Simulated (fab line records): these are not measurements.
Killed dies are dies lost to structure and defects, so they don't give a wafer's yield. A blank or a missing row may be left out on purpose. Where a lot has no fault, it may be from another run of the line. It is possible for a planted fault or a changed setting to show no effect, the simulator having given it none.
Which tool is to blame? / flow sfq line / Sampling: 14 lots, 40 wafers, 4 of 325 route steps

WHAT THE GAUGES READ, wafer by wafer
SFQ_M5_OVL_MEAS_932. Usual: for M5_OVL the level is -3 nm and the standard deviation is 5.6.
lot=L614; measured=day 60 01:01; on=overlay-01; M5_OVL (nm)=5 4 5; flag=
lot=L615; measured=day 60 11:49; on=overlay-01; M5_OVL (nm)=-13 -3 -5; flag=
lot=L616; measured=day 65 06:21; on=overlay-02; M5_OVL (nm)=8 -1 3; flag=
lot=L617; measured=day 69 23:01; on=overlay-01; M5_OVL (nm)=-4 0 0; flag=
lot=L618; measured=day 70 02:37; on=overlay-01; M5_OVL (nm)=-7 -6 -11; flag=
lot=L619; measured=day 70 20:21; on=overlay-01; M5_OVL (nm)=-13 0 -12; flag=
lot=L620; measured=day 71 04:44; on=overlay-01; M5_OVL (nm)=-2 -10 -5; flag=
lot=L626; measured=day 74 01:23; on=overlay-01; M5_OVL (nm)=-5 0; flag=
lot=L627; measured=day 74 03:47; on=overlay-01; M5_OVL (nm)=-11 -7; flag=
lot=L632; measured=day 75 16:16; on=overlay-01; M5_OVL (nm)=-14 -8 -9; flag=
lot=L634; measured=day 75 19:52; on=overlay-02; M5_OVL (nm)=1 -5 3; flag=
lot=L635; measured=day 76 00:40; on=overlay-01; M5_OVL (nm)=7 6 8; flag=
lot=L636; measured=day 76 05:27; on=overlay-02; M5_OVL (nm)=-5 -3 -7; flag=
lot=L637; measured=day 76 07:52; on=overlay-02; M5_OVL (nm)=3 4 2; flag=

WHICH TOOL RAN EACH LOT (tool, then ch and the chambers of the sampled wafers, then the start)
lot=L614; SFQ_TRILAYER_I0_CMP_CMP_028=cmp-01 ch 1,2,3, day 11 21:03; SFQ_TRILAYER_I0_METRO_MEASURE_029=film metro-02, day 11 23:40; SFQ_TRILAYER_I0_VIA_ETCH_VIA_ETCH_034=rie diel-04 ch 1,2, day 17 09:52
lot=L615; SFQ_TRILAYER_I0_CMP_CMP_028=cmp-01 ch 1,3, day 12 01:20; SFQ_TRILAYER_I0_METRO_MEASURE_029=film metro-01, day 12 04:27; SFQ_TRILAYER_I0_VIA_ETCH_VIA_ETCH_034=rie diel-01 ch 0,2,3, day 17 14:40
lot=L616; SFQ_TRILAYER_I0_CMP_CMP_028=cmp-02 ch 1,3, day 12 12:44; SFQ_TRILAYER_I0_METRO_MEASURE_029=film metro-02, day 12 15:51; SFQ_TRILAYER_I0_VIA_ETCH_VIA_ETCH_034=rie diel-04 ch 1,2, day 18 05:11
lot=L617; SFQ_TRILAYER_I0_CMP_CMP_028=cmp-01 ch 1,2, day 12 22:14; SFQ_TRILAYER_I0_METRO_MEASURE_029=film metro-04, day 13 00:51; SFQ_TRILAYER_I0_VIA_ETCH_VIA_ETCH_034=rie diel-04 ch 0,1,3, day 18 18:23
lot=L618; SFQ_TRILAYER_I0_CMP_CMP_028=cmp-01 ch 1,2,3, day 13 09:03; SFQ_TRILAYER_I0_METRO_MEASURE_029=film metro-02, day 13 11:40; SFQ_TRILAYER_I0_VIA_ETCH_VIA_ETCH_034=rie diel-04 ch 0,2, day 19 06:23
lot=L619; SFQ_TRILAYER_I0_CMP_CMP_028=cmp-01 ch 2,3, day 14 07:23; SFQ_TRILAYER_I0_METRO_MEASURE_029=film metro-04, day 14 10:36; SFQ_TRILAYER_I0_VIA_ETCH_VIA_ETCH_034=rie diel-03 ch 1,2, day 20 06:55
lot=L620; SFQ_TRILAYER_I0_CMP_CMP_028=cmp-01 ch 0,3, day 14 15:53; SFQ_TRILAYER_I0_METRO_MEASURE_029=film metro-01, day 14 19:00; SFQ_TRILAYER_I0_VIA_ETCH_VIA_ETCH_034=rie diel-04 ch 0,2,3, day 20 15:14
lot=L626; SFQ_TRILAYER_I0_CMP_CMP_028=cmp-01 ch 0,2, day 17 06:14; SFQ_TRILAYER_I0_METRO_MEASURE_029=film metro-01, day 17 08:52; SFQ_TRILAYER_I0_VIA_ETCH_VIA_ETCH_034=rie diel-03 ch 0,3, day 23 23:46
lot=L627; SFQ_TRILAYER_I0_CMP_CMP_028=cmp-01 ch 1,3, day 17 10:10; SFQ_TRILAYER_I0_METRO_MEASURE_029=film metro-02, day 17 12:47; SFQ_TRILAYER_I0_VIA_ETCH_VIA_ETCH_034=rie diel-01 ch 1,3, day 24 08:05
lot=L632; SFQ_TRILAYER_I0_CMP_CMP_028=cmp-02 ch 1,3, day 18 16:59; SFQ_TRILAYER_I0_METRO_MEASURE_029=film metro-01, day 18 20:19; SFQ_TRILAYER_I0_VIA_ETCH_VIA_ETCH_034=rie diel-04 ch 0,1,3, day 25 14:47
lot=L634; SFQ_TRILAYER_I0_CMP_CMP_028=cmp-02 ch 0,1, day 20 03:29; SFQ_TRILAYER_I0_METRO_MEASURE_029=film metro-04, day 20 06:31; SFQ_TRILAYER_I0_VIA_ETCH_VIA_ETCH_034=rie diel-04 ch 1,2,3, day 26 20:47
lot=L635; SFQ_TRILAYER_I0_CMP_CMP_028=cmp-01 ch 0,1,2, day 20 10:28; SFQ_TRILAYER_I0_METRO_MEASURE_029=film metro-02, day 20 13:47; SFQ_TRILAYER_I0_VIA_ETCH_VIA_ETCH_034=rie diel-03 ch 0,1,2, day 27 02:47
lot=L636; SFQ_TRILAYER_I0_CMP_CMP_028=cmp-01 ch 0,1,3, day 20 22:44; SFQ_TRILAYER_I0_METRO_MEASURE_029=film metro-02, day 21 01:22; SFQ_TRILAYER_I0_VIA_ETCH_VIA_ETCH_034=rie diel-01 ch 0,1,3, day 27 15:59
lot=L637; SFQ_TRILAYER_I0_CMP_CMP_028=cmp-02 ch 1,3, day 21 10:25; SFQ_TRILAYER_I0_METRO_MEASURE_029=film metro-02, day 21 13:14; SFQ_TRILAYER_I0_VIA_ETCH_VIA_ETCH_034=rie diel-01 ch 2,3, day 28 02:55
- SFQ_TRILAYER_I0_CMP_CMP_028: polishes SiO2.
- SFQ_TRILAYER_I0_METRO_MEASURE_029
- SFQ_TRILAYER_I0_VIA_ETCH_VIA_ETCH_034: etches SiO2 in CHF3, stops on Nb, target depth 260 nm.

AS READ BY THE TOOLS THEMSELVES (means over the sampled wafers that have a number; for cases with no such wafer, the mark the record gives instead)
SFQ_TRILAYER_I0_CMP_CMP_028. Usual: motor current A 10.2 A, standard deviation 0.84; slurry filter dp kPa 13.51 kPa, standard deviation 0.13; time to endpoint s 217 s, standard deviation 7.9.
lot=L614; tool=cmp-01; motor current A (A)=10.0; slurry filter dp kPa (kPa)=13.49; time to endpoint s (s)=222; flag=
lot=L615; tool=cmp-01; motor current A (A)=10.2; slurry filter dp kPa (kPa)=13.52; time to endpoint s (s)=222; flag=
lot=L616; tool=cmp-02; motor current A (A)=10.8; slurry filter dp kPa (kPa)=13.61; time to endpoint s (s)=223; flag=
lot=L617; tool=cmp-01; motor current A (A)=10.0; slurry filter dp kPa (kPa)=13.52; time to endpoint s (s)=216; flag=
lot=L618; tool=cmp-01; motor current A (A)=10.1; slurry filter dp kPa (kPa)=13.46; time to endpoint s (s)=218; flag=
lot=L619; tool=cmp-01; motor current A (A)=9.9; slurry filter dp kPa (kPa)=13.64; time to endpoint s (s)=226; flag=
lot=L620; tool=cmp-01; motor current A (A)=10.2; slurry filter dp kPa (kPa)=13.56; time to endpoint s (s)=219; flag=
lot=L626; tool=cmp-01; motor current A (A)=10.1; slurry filter dp kPa (kPa)=13.62; time to endpoint s (s)=244; flag=OFF
lot=L627; tool=cmp-01; motor current A (A)=10.4; slurry filter dp kPa (kPa)=13.57; time to endpoint s (s)=247; flag=OFF
lot=L632; tool=cmp-02; motor current A (A)=10.6; slurry filter dp kPa (kPa)=13.53; time to endpoint s (s)=210; flag=
lot=L634; tool=cmp-02; motor current A (A)=10.1; slurry filter dp kPa (kPa)=13.38; time to endpoint s (s)=220; flag=
lot=L635; tool=cmp-01; motor current A (A)=10.3; slurry filter dp kPa (kPa)=13.43; time to endpoint s (s)=214; flag=
lot=L636; tool=cmp-01; motor current A (A)=10.1; slurry filter dp kPa (kPa)=13.50; time to endpoint s (s)=215; flag=
lot=L637; tool=cmp-02; motor current A (A)=10.7; slurry filter dp kPa (kPa)=13.59; time to endpoint s (s)=225; flag=

SFQ_TRILAYER_I0_METRO_MEASURE_029. Usual: 200.1 nm for thk nm, sd 1.3.
lot=L614; tool=film metro-02; thk nm (nm)=200.6; flag=
lot=L615; tool=film metro-01; thk nm (nm)=200.9; flag=
lot=L616; tool=film metro-02; thk nm (nm)=201.9; flag=
lot=L617; tool=film metro-04; thk nm (nm)=199.6; flag=
lot=L618; tool=film metro-02; thk nm (nm)=201.4; flag=
lot=L619; tool=film metro-04; thk nm (nm)=199.7; flag=
lot=L620; tool=film metro-01; thk nm (nm)=200.8; flag=
lot=L626; tool=film metro-01; thk nm (nm)=253.6; flag=OFF
lot=L627; tool=film metro-02; thk nm (nm)=252.4; flag=OFF
lot=L632; tool=film metro-01; thk nm (nm)=199.7; flag=
lot=L634; tool=film metro-04; thk nm (nm)=199.6; flag=
lot=L635; tool=film metro-02; thk nm (nm)=199.6; flag=
lot=L636; tool=film metro-02; thk nm (nm)=200.3; flag=
lot=L637; tool=film metro-02; thk nm (nm)=200.4; flag=

SFQ_TRILAYER_I0_VIA_ETCH_VIA_ETCH_034. Usual: drypump motor current A 5.5 A, standard deviation 0.37; oes product au 0.855 a.u., standard deviation 0.0055.
lot=L614; tool=rie diel-04; drypump motor current A (A)=5.3; oes product au (a.u.)=0.856; flag=
lot=L615; tool=rie diel-01; drypump motor current A (A)=5.8; oes product au (a.u.)=0.853; flag=
lot=L616; tool=rie diel-04; drypump motor current A (A)=5.2; oes product au (a.u.)=0.864; flag=
lot=L617; tool=rie diel-04; drypump motor current A (A)=5.4; oes product au (a.u.)=0.857; flag=
lot=L618; tool=rie diel-04; drypump motor current A (A)=5.0; oes product au (a.u.)=0.858; flag=
lot=L619; tool=rie diel-03; drypump motor current A (A)=5.6; oes product au (a.u.)=0.858; flag=
lot=L620; tool=rie diel-04; drypump motor current A (A)=5.2; oes product au (a.u.)=0.854; flag=
lot=L626; tool=rie diel-03; drypump motor current A (A)=5.4; oes product au (a.u.)=0.924; flag=OFF
lot=L627; tool=rie diel-01; drypump motor current A (A)=5.4; oes product au (a.u.)=0.916; flag=OFF
lot=L632; tool=rie diel-04; drypump motor current A (A)=5.5; oes product au (a.u.)=0.854; flag=
lot=L634; tool=rie diel-04; drypump motor current A (A)=5.4; oes product au (a.u.)=0.852; flag=
lot=L635; tool=rie diel-03; drypump motor current A (A)=5.6; oes product au (a.u.)=0.860; flag=
lot=L636; tool=rie diel-01; drypump motor current A (A)=5.5; oes product au (a.u.)=0.850; flag=
lot=L637; tool=rie diel-01; drypump motor current A (A)=6.1; oes product au (a.u.)=0.858; flag=

THE ANSWER, worked out from the rows above alone
Rule: take the mean of a lot's wafers that have a number; if it is more than 3 standard deviations from the usual mean, the lot is off. A lot without any number at a reading at which 4 lots or more have one is off too. Any other lot the step has rows for is counted as sound. The gauges are gone through in route order, then the tools' own readings, and for those a lot's mean is taken as printed above. At the first step where some lot is off, the reading lying furthest off is the one used; lots without a number count as furthest.
Off, at SFQ_TRILAYER_I0_CMP_CMP_028 on time to endpoint s: L626, L627.
If a tool, at that step or one of the process steps before it, ran each lot that is off and ran no sound lot following the first of them, it fits. Not one of the candidates tried fits.

WHAT THE SIMULATOR HAD PUT IN
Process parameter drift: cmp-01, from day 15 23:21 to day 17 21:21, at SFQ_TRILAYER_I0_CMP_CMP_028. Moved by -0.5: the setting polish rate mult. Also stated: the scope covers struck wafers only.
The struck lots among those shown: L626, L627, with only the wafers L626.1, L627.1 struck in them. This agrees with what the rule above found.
